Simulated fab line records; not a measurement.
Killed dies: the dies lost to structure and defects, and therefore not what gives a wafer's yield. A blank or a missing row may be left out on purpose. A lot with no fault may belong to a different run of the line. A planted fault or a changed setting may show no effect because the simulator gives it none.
Comparing a struck lot with a sound one -- flow gf180mcu -- 18 steps out of a route of 602
Sound: these wafers, L961.1, L961.2, L961.4. Wafers struck: L957.3, L957.5, L957.6. The cause is named last.
For every step that has rows: the tool of each side, followed by ch and its chambers, followed by its first start. Under that, the readings that differ: sound wafers -- struck wafers -- difference of the means -- sigmas: that difference in standard deviations of wafers without a fault.
alike: readings whose means differ by less than 2 such deviations, and words and numbers that are the same on both sides. not compared: withheld readings, readings that some wafer has no value for, bounds like >300 that may hide the same value, and numbers for which the record gives no deviation and whose values overlap.
A row with sigmas, a row that says differs or no value, or rows on one side alone: a step with any of these is where the two part. Numbers that don't overlap but have no deviation are shown without sigmas and don't part them. A reading that every wafer of one side lacks parts them only if that side has two wafers or more.

GF_CONTACT_STRIP_18: strips in O2/N2.
  sound on plasma-asher-04 ch 0,1, day 23 20:54; struck on plasma-asher-03 ch 0,1, day 22 14:57
  alike: drypump-motor-current-A, heater-power-w, oes-product-au
  not compared: rf-hours-counter-h
then, 3 steps without rows for these wafers: GF_CONTACT_CLEAN_19 (cleans in SPM); GF_CONTACT_CLEAN_20 (cleans in DIW); GF_CONTACT_CLEAN_21 (cleans in dHF, time 20 s).
GF_CONTACT_SPUTTER_22: material Ti, target thk 15 nm, time 80.02 s.
  sound on pvd-sputter-03, day 23 21:12; struck on pvd-sputter-01, day 22 15:13
  alike: cathode-dc-power-W, chamber-pressure-pa, substrate-temp-c, throttle-valve-pct
then, 2 steps without rows for these wafers: GF_CONTACT_SPUTTER_23 (material TiN, target thk 10 nm, time 40 s); GF_CONTACT_CVD_24 (deposits W, target thk 300 nm, time 90.339 s).
GF_CONTACT_RS_MEAS_25: uses a four-point probe to measure.
  sound on film-metro-02, day 23 21:24; struck on film-metro-01, day 22 15:27
  alike: CONTACT_W_RS
GF_CONTACT_THK_MEAS_26: measures by xrf.
  sound on film-metro-02, day 23 21:31; struck on film-metro-01, day 22 15:33
  alike: CONTACT_W_THK
GF_CONTACT_CMP_27: polishes, stops on SiO2, t overpolish 15 s, target thk 0 nm.
  sound on cmp-01 ch 0,2,3, day 23 21:35; struck on cmp-01 ch 1,2, day 22 15:38
  alike: head-pressure-psi, motor-current-A, overpolish-run-s, time-to-endpoint-s
GF_M1_SPUTTER_00: material Ti, target thk 37.5 nm, time 150 s.
  sound on pvd-sputter-01, day 23 21:53; struck on pvd-sputter-04, day 22 15:53
reading,sound,struck,difference,sigmas
cathode-dc-power-W (W),4001.0 4000.6 4001.1,4000.0 3999.2 3998.9,-1.5,-2
  alike: chamber-pressure-pa, substrate-temp-c, throttle-valve-pct
then, 1 step without rows for these wafers: GF_M1_SPUTTER_01 (material TiN, target thk 30 nm, time 25 s).
GF_M1_SPUTTER_02: material AlCu, target thk 450 nm, time 23.9 s.
  sound on pvd-sputter-01, day 23 22:01; struck on pvd-sputter-04, day 22 16:01
  no value came back on the struck wafers for cathode-dc-power-W (W), chamber-pressure-pa (Pa), throttle-valve-pct (%); on the sound wafers cathode-dc-power-W (W) reads 10602 10602 10597
then, 1 step without rows for these wafers: GF_M1_SPUTTER_03 (material Ti, target thk 10 nm, time 6.7 s).
GF_M1_SPUTTER_04: material TiN, target thk 50 nm, time 41.7 s.
  sound on pvd-sputter-01, day 23 22:04; struck on pvd-sputter-04, day 22 16:04
  alike: cathode-dc-power-W, chamber-pressure-pa, throttle-valve-pct
GF_M1_RS_MEAS_05: uses a four-point probe to measure.
  sound on film-metro-01, day 23 22:06; struck on film-metro-01, day 22 16:09
reading,sound,struck,difference,sigmas
M1_ALCU_RS (ohm/sq),0.0686 0.0712 0.0694,7.1243 7.0399 7.0910,+7.0153,+99 or more
GF_M1_THK_MEAS_06: measures by xrf.
  sound on film-metro-01, day 23 22:13; struck on film-metro-01, day 22 16:15
reading,sound,struck,difference,sigmas
M1_ALCU_THK (nm),454 440 452,<0 <0 <0,differs,
then, 1 step without rows for these wafers: GF_M1_DEHYDRATE_07 (time 60 s).

## WHERE THEY PART
First at GF_M1_SPUTTER_00; last, within this record, at GF_M1_THK_MEAS_06.

WHY: the cause the simulator had injected
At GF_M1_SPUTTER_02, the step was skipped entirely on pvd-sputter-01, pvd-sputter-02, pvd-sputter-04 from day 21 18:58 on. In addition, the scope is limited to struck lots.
